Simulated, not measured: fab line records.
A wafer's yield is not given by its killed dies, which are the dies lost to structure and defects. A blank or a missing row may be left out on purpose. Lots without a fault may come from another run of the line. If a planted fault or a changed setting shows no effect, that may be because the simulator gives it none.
2 desks looking at one fault	flow sky130	only its own numbers are on each desk; what lay behind them is given at the end

## METROLOGY DESK
What the gauges read for every lot (on any tool): the sampled wafers with a number, averaged. The brackets show how far a lot's mean lies from the usual mean; more than 4 standard deviations puts the lot out of limits, marked OUT.
Columns: A = LDD_N_OVL at SKY_LDD_N_OVL_MEAS_07, usual -0.8 nm; B = LDD_P_TW at SKY_LDD_P_TW_MEAS_11, usual 631; C = LDD_HVN_TW at SKY_LDD_HVN_TW_MEAS_10, usual 1429
lot	first seen here	A	B	C
L191	day 17 15:02	-1.9	636	1437
L192	day 17 20:23	-0.7	635	1419
L195	day 20 09:30	-1.4	634	1427
L197	day 20 13:01	1.0	627	1409
L198	day 20 13:29	-2.2	626	1412
L199	day 20 21:26	2.7	625	1418
L200	day 21 02:45	-1.7	626	1423
L201	day 21 20:47	-1.4	608 (-4.9) OUT	1434
L202	day 21 21:52	1.3	600 (-6.6) OUT	1435
L203	day 22 03:14	-0.5	616	1439
L210	day 24 15:21	0.3	632	1442
L212	day 25 02:04	-2.8	637	1428
L214	day 25 17:47	0.3	634	1436
Per this desk, out of limits: L201, L202; the first was L201, day 23 05:12 (LDD_P_TW at SKY_LDD_P_TW_MEAS_11). In limits: L191, L192, L195, L197, L198, L199, L200, L203, L210, L212, L214.

## AT THE TOOL OWNER'S DESK: implanter-04
SKY_LDD_P_IMPLANT_09, tool's own readings: per-lot mean of the sampled wafers with a number, covering each lot this tool ran. The brackets show how far a lot's mean lies from the usual mean; more than 4 standard deviations puts the lot out of limits, marked OUT.
Columns: A = beamOnS at SKY_LDD_P_IMPLANT_09, usual 10.01 s; B = faradayCurrentUA at SKY_LDD_P_IMPLANT_09, usual 56.3
lot	first seen here	A	B
L192	day 19 03:53	10.18	55.5
L198	day 21 22:41	9.89	57.0
L199	day 22 05:17	9.85	57.2
L200	day 22 11:18	10.17	55.3
L201	day 23 04:57	9.21	61.9 (+5.0) OUT
L202	day 23 05:50	8.15 (-9.3) OUT	69.0 (+12) OUT
L203	day 23 11:17	9.25	61.4 (+4.6) OUT
Finding of this desk: L201, L202, L203 out of limits; the first was L201 at day 23 04:57, on faradayCurrentUA at SKY_LDD_P_IMPLANT_09. In limits: L192, L198, L199, L200.

## PUT TOGETHER
At day 23 04:57, on L201, L202, L203, the tool owner's desk was in a position to raise an alarm.
Metrology desk: alarm possible at day 23 05:12 on L201, L202.
The metrology desk holds a record of L203, inside its limits.
The lots listed all ran SKY_LDD_P_IMPLANT_09 on implanter-04.

## WHAT THE SIMULATOR HAD INSERTED
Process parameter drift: implanter-04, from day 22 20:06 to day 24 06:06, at SKY_LDD_P_IMPLANT_09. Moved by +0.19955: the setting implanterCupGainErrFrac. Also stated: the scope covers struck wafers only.
Struck lots among those shown: L201, L202, L203.
Time in hours from fault onset to the first out-of-limits reading at each desk: tool owner's desk 9, metrology desk 9.
